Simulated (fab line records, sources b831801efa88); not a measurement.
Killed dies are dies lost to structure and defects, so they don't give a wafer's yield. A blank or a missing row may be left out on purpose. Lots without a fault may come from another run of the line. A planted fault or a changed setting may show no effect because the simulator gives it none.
Which tool did it? | flow gf180mcu | 13 lots, 39 wafers sampled, at 1 step of a route of 602

WHAT THE GAUGES READ, wafer by wafer
GF_M3_OVL_MEAS_15. Usual: M3_OVL 6 nm, standard deviation 6.1.
lot  | measured     | on         | M3_OVL (nm) | flag
L786 | day 21 04:53 | overlay-02 | 2 5 -1      |
L788 | day 21 19:04 | overlay-01 | -2 6 4      |
L789 | day 22 12:14 | overlay-01 | -2 7 0      |
L792 | day 23 15:20 | overlay-02 | 6 3 12      |
L793 | day 23 22:15 | overlay-02 | 10 1 -3     |
L794 | day 24 10:06 | overlay-01 | 7 0 1       |
L796 | day 25 00:46 | overlay-01 | -1 -6 -1    |
L801 | day 26 17:35 | overlay-02 | 9 8 14      |
L805 | day 27 17:51 | overlay-01 | 12 6 12     |
L806 | day 27 21:46 | overlay-01 | 11 8 5      |
L807 | day 28 09:20 | overlay-02 | 6 6 5       |
L808 | day 28 13:35 | overlay-02 | 15 4 10     |
L809 | day 28 20:01 | overlay-01 | 5 -3 14     |

WHICH TOOL RAN EACH LOT (tool, then ch and the chambers of the sampled wafers, then the start)
The record holds no process step before these readings.

WHAT THE TOOLS THEMSELVES READ (means of the sampled wafers that have a number; where no wafer has one, the mark that the record gives instead)
The record holds no such reading with a usual standard deviation.

THE ANSWER, worked out from the rows above alone
Rule: a lot is off if the mean of its wafers that have a number lies more than 3 standard deviations from the usual mean. A lot without any number at a reading at which 4 lots or more have one is off too. The other lots that the step has rows for count as sound. The gauges are gone through in route order, then the tools' own readings, and for those a lot's mean is taken as printed above. The first step at which some lot is off is used, and at that step the reading that is off furthest; a lot without a number counts as furthest.
No lot is off at any reading shown: from this, nothing can be told.

WHAT THE SIMULATOR HAD PUT IN
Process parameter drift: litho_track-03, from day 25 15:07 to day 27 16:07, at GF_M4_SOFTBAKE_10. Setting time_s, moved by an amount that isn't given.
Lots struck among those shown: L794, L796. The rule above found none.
